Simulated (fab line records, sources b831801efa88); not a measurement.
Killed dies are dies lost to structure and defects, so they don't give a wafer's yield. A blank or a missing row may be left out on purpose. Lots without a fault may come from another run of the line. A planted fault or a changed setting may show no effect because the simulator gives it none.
Problem report in the 8D (eight disciplines) form, filled by code | flow sky130 | the parts of the form that need people (team, actions taken, sign-off) are left out

1. THE PROBLEM
VIA4_HDPCVD_THK at SKY_VIA4_THK_MEAS_01 reads a mean of 2198 nm on 2 wafers of 1 lot; wafers without a fault read 1755 nm with a standard deviation of 19. That is +23 standard deviations from the usual mean.
First seen on wafer L654.4, day 43 20:13, on film_metro-01. The record holds 35 wafers of 12 lots with a number at this step. Rule for "out", or "out of limits": more than 4 standard deviations from the usual mean. The other wafers with a number count as sound.

2. WHAT IT IS AND WHAT IT IS NOT
question                    | is                     | is not
which readings at this step | VIA4_HDPCVD_THK        | -
which lots                  | L654                   | L646, L647, L648, L650, L651, L652, L663, L664, L666, L668, L669
which wafers of those lots  | all that have a number | -
read on which gauges        | film_metro-01          | film_metro-03, film_metro-04
when                        | from day 43 20:13      | up to then (18 sound wafers); but 15 sound wafers of L663, L664, L666, L668, L669 came after

3. SUSPECTS, AND WHAT RULES EACH OUT
Counting: a tool at a process step up to the reading stays a suspect if it ran every lot that is out and no sound lot after the first of them.
- the gauge at SKY_VIA4_THK_MEAS_01: ruled out. All the wafers that are out were read on film_metro-01, but those of them that SKY_VIA4_HDPCVD_00 has rows for are out there too, on other tools.
- pecvd-03 at SKY_CAP2M_CVD_00 (deposits SiO2, target thk 15.5 nm): ruled out as a lasting fault. Sound lots L666 ran on it after its first lot that is out, L654 (day 41 20:22).
- rie_metal-03 at SKY_METAL4_ETCH_16 (etches BARC in N2/H2, stops on SiO2, time 88.2 s, target depth 60 nm): ruled out as a lasting fault. Sound lots L664 ran on it after its first lot that is out, L654 (day 43 19:09).
- hdpcvd-02 at SKY_VIA4_HDPCVD_00 (deposits SiO2, target thk 1750 nm, time 291.7 s): ruled out as a lasting fault. Sound lots L664, L668, L669 ran on it after its first lot that is out, L654 (day 43 20:06).
Left after counting: nothing in the record.

4. THE CAUSE (what the simulator had put in)
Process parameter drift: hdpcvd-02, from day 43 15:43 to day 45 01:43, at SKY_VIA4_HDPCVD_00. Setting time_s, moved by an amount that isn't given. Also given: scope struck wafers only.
Counting ruled it out, wrongly: the rule takes a fault to strike every lot that its tool runs from its start on, and this one did not.

5. THE CHAIN OF EFFECTS, in route order
Each row: a reading whose mean over the struck wafers that have a number lies more than 3 standard deviations from the usual. Only readings for which the record gives a usual standard deviation are gone through. hours: the time from each lot's start at the first step in this table that gives one to its start at this step, as a median over the lots. sigmas: the change in usual standard deviations.
hours | step                 | reading         | usual   | on struck wafers | change | sigmas
0     | SKY_VIA4_HDPCVD_00   | run_length_s    | 319.5 s | 390.9            | +71.4  | +99 or more
0     | SKY_VIA4_THK_MEAS_01 | VIA4_HDPCVD_THK | 1755 nm | 2198             | +443   | +23
The process steps in it:
- SKY_VIA4_HDPCVD_00: deposits SiO2, target thk 1750 nm, time 291.7 s.

6. WHAT WOULD HAVE CAUGHT IT SOONER
In this record the first reading out of limits at a measuring or inspecting step was taken at day 43 20:13, 4 hours after the fault began at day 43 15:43.
The tool's own readings at SKY_VIA4_HDPCVD_00 were out on every struck wafer that the step has a row for (run_length_s): an alarm limit on them would have fired on the first of those.
